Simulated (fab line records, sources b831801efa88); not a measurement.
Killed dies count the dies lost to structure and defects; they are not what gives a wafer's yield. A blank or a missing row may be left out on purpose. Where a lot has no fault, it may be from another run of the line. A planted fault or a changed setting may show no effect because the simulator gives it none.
Matching of chambers	flow sky130	cmp-01 running SKY_LI_CONTACT_CMP_02: 4 sister chambers
The step polishes PSG. 4 wafers are shown with their chamber, then 7 later ones without.

== WAFERS PAIRED WITH THEIR CHAMBERS ==
wafer	chamber	motor_current_A (A)
L258.5	1	9.5
L261.1	2	11.2
L272.1	0	12.6
L272.4	3	12.3

== WAFERS MISSING THEIR CHAMBER ==
wafer	motor_current_A (A)
L272.6	12.6
L273.2	10.5
L273.3	11.1
L273.6	12.6
L276.2	11.2
L276.3	9.9
L276.4	11.8

== EACH ONE'S CHAMBER ==
wafer	from the rows above	in truth
L272.6	can't be placed: 0 or 3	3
L273.2	can't be placed: 2 or 1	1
L273.3	2	2
L273.6	can't be placed: 0 or 3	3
L276.2	2	2
L276.3	1	1
L276.4	can't be placed: 3 or 2 or 0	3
Placed correctly: 3 of 7. Cannot be placed on the basis of these rows: 4; the candidates contain the true chamber in 4. Placed wrongly: 0.
How it was worked out, from the rows above alone: a wafer's distance from a chamber is the root of the sum, over the readings, of the square of ((its reading less the chamber's mean) divided by the reading's scatter). If the next closest chamber is less than 2 further off than the closest, the wafer can't be placed; otherwise it belongs to the closest. For every chamber, the mean is computed from those of its wafers that are shown. The scatter: with one shown wafer a chamber, the root of the mean of the squares of how far each hidden wafer lies from its nearest shown one.
